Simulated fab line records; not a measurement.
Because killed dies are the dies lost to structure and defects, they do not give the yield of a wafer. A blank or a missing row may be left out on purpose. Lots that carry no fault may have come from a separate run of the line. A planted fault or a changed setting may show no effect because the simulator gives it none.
Which tool was responsible? -- flow gf180mcu -- 6 lots with 18 wafers sampled at 3 steps, on a route of 602 steps

== WHAT THE GAUGES SHOWED, per wafer ==
GF_VT_IMPLANT_TW_MEAS_32.
lot,measured,on,VT_IMPLANT_3_TW
L403,day 7 21:42,film_metro-03,271.5 272.2 271.2
L405,day 8 13:20,film_metro-04,272.1 272.3 274.5
L409,day 9 13:47,film_metro-02,264.3 263.0 264.8
L413,day 10 17:29,film_metro-03,273.3 271.9 273.3
L415,day 11 01:38,film_metro-02,305.0 304.6 304.0 304.8 303.0 304.9
L417,day 11 14:23,film_metro-03,309.5 308.1 311.9 311.2 310.4 309.3

== TOOL THAT RAN EACH LOT (tool first, then ch and the chambers of the sampled wafers, then the start) ==
lot,GF_VT_IMPLANT_STRIP_09,GF_VT_IMPLANT_IMPLANT_30
L403,"plasma_asher-01 ch 0,1, day 6 14:03","implanter-04 ch 0, day 7 21:27"
L405,"plasma_asher-03 ch 0,1, day 7 05:01","implanter-01 ch 0, day 8 13:05"
L409,"plasma_asher-01 ch 0,1, day 8 04:16","implanter-04 ch 0, day 9 13:33"
L413,"plasma_asher-03 ch 0,1, day 9 06:18","implanter-02 ch 0, day 10 17:17"
L415,"plasma_asher-03 ch 0,1, day 9 14:11","implanter-04 ch 0, day 11 01:24"
L417,"plasma_asher-04 ch 0,1, day 10 01:31","implanter-04 ch 0, day 11 14:08"
- GF_VT_IMPLANT_STRIP_09: strips in O2/N2.
- GF_VT_IMPLANT_IMPLANT_30

== THE ANSWER, worked out from the rows above alone ==
Rule: the usual values come from the lots themselves. The widest of any qualifying gaps counts: lots, ordered by their means at a reading, are off when they make up no more than a third of the lots, leave a main group of 4 or more, and stand apart from it by 3 or more times the standard deviation of that group's means. The tables above print the reading to a certain number of digits; a main group whose means all agree to those digits is not used. A lot without any number at a reading at which 4 lots or more have one is off too. Any other lot the step has rows for is counted as sound.
Off: L415, L417, at GF_VT_IMPLANT_TW_MEAS_32 (VT_IMPLANT_3_TW). Main group: mean 270.4, sd 3.7.
A tool fits if, at a process step before that reading, it ran every lot that is off, and no sound lot after the first of them. The gauges at GF_VT_IMPLANT_TW_MEAS_32 are tried like those tools. One fits: implanter-04 at GF_VT_IMPLANT_IMPLANT_30. Its last sound lot is L409 (day 9 13:33), its first lot that is off L415 (day 11 01:24): a fault that began between those two fits.

== WHAT WAS PUT IN BY THE SIMULATOR ==
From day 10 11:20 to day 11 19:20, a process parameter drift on implanter-04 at GF_VT_IMPLANT_IMPLANT_30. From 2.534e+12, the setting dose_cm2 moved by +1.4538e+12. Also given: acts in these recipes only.
Struck lots among those shown: L415, L417. The rule above found the same.
